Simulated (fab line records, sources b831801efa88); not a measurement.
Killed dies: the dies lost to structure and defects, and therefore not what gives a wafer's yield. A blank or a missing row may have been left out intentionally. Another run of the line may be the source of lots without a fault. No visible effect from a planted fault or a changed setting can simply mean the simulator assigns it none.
8D (eight disciplines) problem report, filled in by code | flow sky130 | the parts of the form that need people (team, actions taken, sign-off) are left out

1. THE ISSUE
Wafers without a fault read 15, standard deviation 4.1; killed at front end at SKY_PAD_OPEN_PROBE_99 reads a mean of 416 on 6 wafers belonging to 2 lots. That puts it +98 standard deviations away from the usual mean.
The first sign was on wafer L134.2 at day 50 20:08, on prober-01. At this step, 9 wafers from 3 lots have a number in the record. Rule for "out" (also "out of limits"): further than 4 standard deviations from the usual mean. All remaining wafers that have a number are taken as sound.

2. WHAT THIS IS AND IS NOT
question                    | is                                              | is not
which readings at this step | killed at front end, killed dies, killed on rim | killed at contacts, killed open
which lots                  | L134, L135                                      | L125
which wafers of those lots  | all that have a number                          | -
read on which tools         | prober-01                                       | -
when                        | from day 50 20:08                               | up to then (3 sound wafers)

3. WHAT RULES OUT EACH SUSPECT
Counting: any tool at a process step up to the reading is kept as a suspect provided that every lot that is out went through it and no sound lot did after the first of them.
- lpcvd-02 at SKY_FIELD_ISO_CVD_03 (deposits Si3N4 from DCS/NH3, target thk 165 nm, time 2830 s): kept. It processed each lot that is out, first L134 at day 5 21:43, and no sound lot thereafter; up to then, the last sound lot it processed was L125 at day 4 00:21.
- prober-01 at SKY_PAD_OPEN_PROBE_99: kept. It processed each lot that is out, first L134 at day 50 20:08, and no sound lot thereafter; up to then, the last sound lot it processed was L125 at day 48 16:04. On those wafers its own readings are out: killed at front end, killed dies, killed on rim.
The count leaves prober-01 at SKY_PAD_OPEN_PROBE_99 and lpcvd-02 at SKY_FIELD_ISO_CVD_03.

4. THE CAUSE (what the simulator had put in)
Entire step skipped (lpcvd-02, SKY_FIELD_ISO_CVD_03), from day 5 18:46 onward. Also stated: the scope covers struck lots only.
Counting left 2 suspects, and this tool is among them.

5. THE CHAIN OF EFFECTS, in route order
Each row: a reading where the mean over the struck wafers with a number is more than 3 standard deviations away from the usual. Readings are gone through only where the record gives a usual standard deviation; hours: the median, over the lots, of the time from a lot's start at the first step in this table giving one to that lot's start at this step; sigmas: the change measured in usual standard deviations.
hours | step                  | reading             | usual | on struck wafers | change | sigmas
0     | SKY_PAD_OPEN_PROBE_99 | killed at front end | 15    | 416              | +401   | +98
0     | SKY_PAD_OPEN_PROBE_99 | killed dies         | 87    | 492              | +405   | +40
0     | SKY_PAD_OPEN_PROBE_99 | killed on rim       | 17    | 96               | +79    | +21
The process steps in it:
- SKY_PAD_OPEN_PROBE_99
Readings that are blank on the struck wafers while sound wafers have them: pressure mtorr at SKY_FIELD_ISO_CVD_03; spike tc bottom C at SKY_FIELD_ISO_CVD_03; FIELD_ISO_OXIDATION_01_THK at SKY_FIELD_ISO_THK_MEAS_23.

6. WHAT WOULD HAVE CAUGHT IT SOONER
In this record the first reading out of limits was taken at day 50 20:08, 1081 hours after the fault began at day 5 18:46.
Between SKY_FIELD_ISO_CVD_03 and SKY_PAD_OPEN_PROBE_99, SKY_FIELD_ISO_THK_MEAS_23 gave no FIELD_ISO_OXIDATION_01_THK on the struck wafers, where sound wafers have one: a measuring or inspecting step that comes back empty is itself a sign.
At SKY_FIELD_ISO_CVD_03 the tool's readings are blank on the struck wafers, where sound wafers have them: an empty tool record is the first sign, and it was there at once.
By day 50 20:08, every lot that is out (2) had started SKY_FIELD_ISO_CVD_03 on lpcvd-02. None of them would have been spared by holding the tool at that moment.
